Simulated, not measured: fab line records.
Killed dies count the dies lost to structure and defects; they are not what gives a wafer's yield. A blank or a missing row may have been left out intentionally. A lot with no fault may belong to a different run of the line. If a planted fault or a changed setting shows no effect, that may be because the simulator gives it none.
Problem report, 8D (eight disciplines) form, completed by code    flow sky130    the parts of the form that need people (team, actions taken, sign-off) are left out

1. PROBLEM STATEMENT
Mean of spin-speed-rpm at SKY_SONOS_TUNNEL_COAT_02: 3102.4 rpm across 6 wafers in 2 lots; on wafers with no fault it is 3000.4 rpm (standard deviation 2.3). That is +44 standard deviations from the usual mean.
The step: resist thk 1140 nm.
Earliest sighting: wafer L760.2 on litho-track-01 at day 15 03:59. The record has a number at this step for 18 wafers belonging to 6 lots. The rule behind "out" and "out of limits": a value lying over 4 standard deviations away from the usual mean. The other wafers with a number count as sound.

2. WHAT IT IS, WHAT IT ISN'T
question                     is                      is not
which readings at this step  spin-speed-rpm          -
which lots                   L760, L761              L754, L768, L769, L770
which wafers of those lots   all that have a number  -
read on which tools          litho-track-01          litho-track-04
when                         from day 15 03:59       up to then (3 sound wafers); but 9 sound wafers of L768, L769, L770 came after

3. THE SUSPECTS, EACH WITH WHAT RULES IT OUT
Counting: a tool at a process step up to the reading stays a suspect if it ran every lot that is out and no sound lot after the first of them.
- litho-track-01 at SKY_SONOS_TUNNEL_COAT_02 (resist thk 1140 nm): ruled out as a lasting fault. Sound lots L768, L769, L770 ran on it after its first lot that is out, L760 (day 15 03:59).
Left after counting: nothing in the record.

4. THE CAUSE (what the simulator had put in)
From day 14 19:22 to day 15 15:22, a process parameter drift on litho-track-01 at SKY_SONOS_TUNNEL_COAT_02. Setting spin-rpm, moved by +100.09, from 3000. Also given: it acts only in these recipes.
Counting ruled it out, wrongly.

5. THE CHAIN OF EFFECTS, in route order
One row per reading whose mean, taken over the struck wafers that have a number, lies over 3 standard deviations from the usual. Readings are gone through only where the record gives a usual standard deviation; hours: the median, over the lots, of the time from a lot's start at the first step in this table giving one to that lot's start at this step; sigmas: the change measured in usual standard deviations.
hours  step                      reading         usual       on struck wafers  change  sigmas
0      SKY_SONOS_TUNNEL_COAT_02  spin-speed-rpm  3000.4 rpm  3102.4            +102.0  +44
The process steps in it:
- SKY_SONOS_TUNNEL_COAT_02: resist thk 1140 nm.
At these later measuring or inspecting steps, every struck wafer for which the step has a row has a number for every such reading, and none has moved that far: SKY_SONOS_TUNNEL_CD_MEAS_07.

6. HOW IT WOULD HAVE BEEN CAUGHT EARLIER
9 hours passed between the start of the fault at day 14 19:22 and the first reading out of limits in this record, taken at day 15 03:59.
